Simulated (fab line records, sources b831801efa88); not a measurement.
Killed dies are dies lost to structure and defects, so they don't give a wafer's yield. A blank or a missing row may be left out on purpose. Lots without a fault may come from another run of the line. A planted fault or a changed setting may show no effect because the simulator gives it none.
Which tool did it? | flow sky130 | 6 lots, 18 wafers sampled, at 3 steps of a route of 708

WHAT THE GAUGES READ, wafer by wafer
SKY_LDD_HVN_TW_MEAS_10.
lot  | measured     | on            | LDD_HVN_TW
L876 | day 22 03:08 | film_metro-01 | 1431 1432 1432
L883 | day 24 17:35 | film_metro-04 | 2726 2735 2740 2728 2724 2745
L887 | day 26 12:38 | film_metro-01 | 1429 1424 1431
L891 | day 28 03:49 | film_metro-01 | 1435 1440 1437
L895 | day 28 17:40 | film_metro-04 | 1456 1443 1451
L896 | day 29 02:53 | film_metro-02 | 1433 1425 1428

WHICH TOOL RAN EACH LOT (tool, then ch and the chambers of the sampled wafers, then the start)
lot  | SKY_RES_PROTECT_STRIP_07             | SKY_LDD_HVN_IMPLANT_08
L876 | plasma_asher-04 ch 0,1, day 16 19:57 | implanter-04 ch 0, day 22 02:55
L883 | plasma_asher-01 ch 0,1, day 19 02:34 | implanter-04 ch 0, day 24 17:22
L887 | plasma_asher-03 ch 0,1, day 21 04:15 | implanter-03 ch 0, day 26 12:25
L891 | plasma_asher-03 ch 0,1, day 22 22:05 | implanter-04 ch 0, day 28 03:34
L895 | plasma_asher-03 ch 0,1, day 23 14:16 | implanter-04 ch 0, day 28 17:25
L896 | plasma_asher-01 ch 0,1, day 23 22:35 | implanter-02 ch 0, day 29 02:38
- SKY_RES_PROTECT_STRIP_07: strips in O2/N2.
- SKY_LDD_HVN_IMPLANT_08

THE ANSWER, worked out from the rows above alone
Rule: what is usual is taken from the lots themselves. Put in order of their means at a reading, lots are off if they are a third of the lots or fewer, leave a main group of 4 or more, and stand apart from it by a gap of 3 or more times the standard deviation of the main group's means; of several such gaps the widest counts. A main group whose means are all the same, to the digits that the tables above print for the reading, isn't used. A lot without any number at a reading at which 4 lots or more have one is off too. The other lots that the step has rows for count as sound.
Off: L883, at SKY_LDD_HVN_TW_MEAS_10 (LDD_HVN_TW). The main group: mean 1435, standard deviation 8.1.
A tool fits if, at a process step before that reading, it ran every lot that is off, and no sound lot after the first of them. The gauges at SKY_LDD_HVN_TW_MEAS_10 are tried like those tools. None of those tried fits.

WHAT THE SIMULATOR HAD PUT IN
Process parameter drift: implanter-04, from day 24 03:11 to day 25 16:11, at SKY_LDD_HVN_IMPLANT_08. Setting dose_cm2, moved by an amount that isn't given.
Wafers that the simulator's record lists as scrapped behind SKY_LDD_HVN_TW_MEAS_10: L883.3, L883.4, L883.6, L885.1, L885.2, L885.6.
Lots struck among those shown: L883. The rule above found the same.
